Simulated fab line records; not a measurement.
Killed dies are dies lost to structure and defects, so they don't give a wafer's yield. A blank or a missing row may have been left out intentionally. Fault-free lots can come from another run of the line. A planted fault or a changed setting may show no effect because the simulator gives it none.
Comparing a struck lot with a sound one + flow sky130 + 15 steps out of a route of 708
Sound: these wafers, L231.1, L231.2, L231.3. Wafers struck: L220.1, L220.2, L220.5. Last of all comes the cause.
For every step that has rows: the tool of each side, followed by ch and its chambers, followed by its first start. Under that, the readings that differ: sound wafers + struck wafers + difference of the means + sigmas: that difference in standard deviations of wafers without a fault.
alike: words and numbers the same on both sides, and readings whose means are apart by under 2 such deviations; not compared: readings that were withheld, readings missing a value for some wafer, numbers with overlapping values and no deviation given by the record, and bounds like >300 which may hide the same value.
Wherever a step has rows on one side only, a row that says differs or no value, or a row with sigmas, the two part there. Non-overlapping numbers with no deviation appear without sigmas and do not part them. Lack of a reading on every wafer of one side parts them only where that side has two or more wafers.

first, 4 steps without rows for these wafers: SKY_FIELD_ISO_SOFTBAKE_09 (time 90 s); SKY_FIELD_ISO_EXPOSE_10 (exposes mask FOM, target cd 150 nm); SKY_FIELD_ISO_PEB_11; SKY_FIELD_ISO_DEVELOP_12 (develop time 60 s).
SKY_FIELD_ISO_CD_MEAS_13: target cd 150 nm.
  struck on cd sem-01, day 3 19:56; sound on cd sem-01, day 6 06:19
  alike: cd nm
SKY_FIELD_ISO_ETCH_14: etches BARC in N2/H2, stops on SiO2, time 45.9 s, target depth 60 nm.
  sound on rie diel-02 ch 1,2,3, day 6 06:26; struck on rie diel-02 ch 0,1,2, day 3 20:04
  alike: bias w, chamber pressure mTorr, drypump motor current A, oes product au, throttle valve pct
  not compared: rf hours counter h
SKY_FIELD_ISO_ETCH_15: etches the open film in CHF3/O2, stops on Si, target depth 180 nm, time 72 s.
  sound on rie diel-02 ch 1,2,3, day 6 06:29; struck on rie diel-02 ch 0,1,2, day 3 20:06
  alike: O2_flow_sccm, bias w, chf3 flow sccm, drypump motor current A, oes product au, throttle valve pct
  not compared: rf hours counter h
SKY_FIELD_ISO_STRIP_16: strips in O2/N2.
  sound on plasma asher-02 ch 0,1, day 6 06:32; struck on plasma asher-03 ch 0,1, day 3 20:10
  alike: drypump motor current A, oes product au, strip time to endpoint s
  not compared: rf hours counter h
SKY_FIELD_ISO_ETCH_17: etches Si in HBr/Cl2/O2, target depth 342 nm, time 97.7 s.
  sound on rie si-01 ch 0,2,3, day 6 06:38; struck on rie si-02 ch 1,3, day 3 20:16
  alike: HBr_flow_sccm, O2_flow_sccm, drypump motor current A, oes product au, throttle valve pct
  not compared: rf hours counter h
then, 3 steps without rows for these wafers: SKY_FIELD_ISO_WET_ETCH_18 (etches Si3N4 in H3PO4, target depth 25 nm, time 286 s); SKY_FIELD_ISO_CLEAN_19 (cleans in SC1/SC2, time 150 s); SKY_FIELD_ISO_CLEAN_20 (cleans in dHF, time 20 s).
SKY_FIELD_ISO_WET_ETCH_21: etches SiO2 in dHF, target depth 20 nm, time 400 s.
  sound on wet bench-03 ch 1, day 6 06:53; struck on wet bench-04 ch 3, day 3 20:32
  no value came back on the struck wafers for bath heat duty pct (%), run length s (s); on the sound wafers bath heat duty pct (%) reads 6.5 8.2 6.4
then, 1 step without rows for these wafers: SKY_FIELD_ISO_OXIDATION_22 (stabilise 600 s, purge 300 s, target thk 10 nm).
-- here the record skips 44 days between the struck wafers' starts before and after, leaving off in module FIELD_ISO and picking up in module PAD_OPEN (first step shown: number 708 of the route) --
SKY_PAD_OPEN_PROBE_99:
  struck on prober-01, day 47 15:20; sound on prober-02, day 49 23:56
  alike: killed_at_M0_to_M3, killed_at_M4_up, killed at contacts, killed at front end, killed at other, killed dies, killed open, killed short

## WHERE THEY PART
Only at SKY_FIELD_ISO_WET_ETCH_21, as far as this record shows. Later steps at which nothing parts them and some readings are alike: SKY_PAD_OPEN_PROBE_99.

WHY: the cause the simulator had injected
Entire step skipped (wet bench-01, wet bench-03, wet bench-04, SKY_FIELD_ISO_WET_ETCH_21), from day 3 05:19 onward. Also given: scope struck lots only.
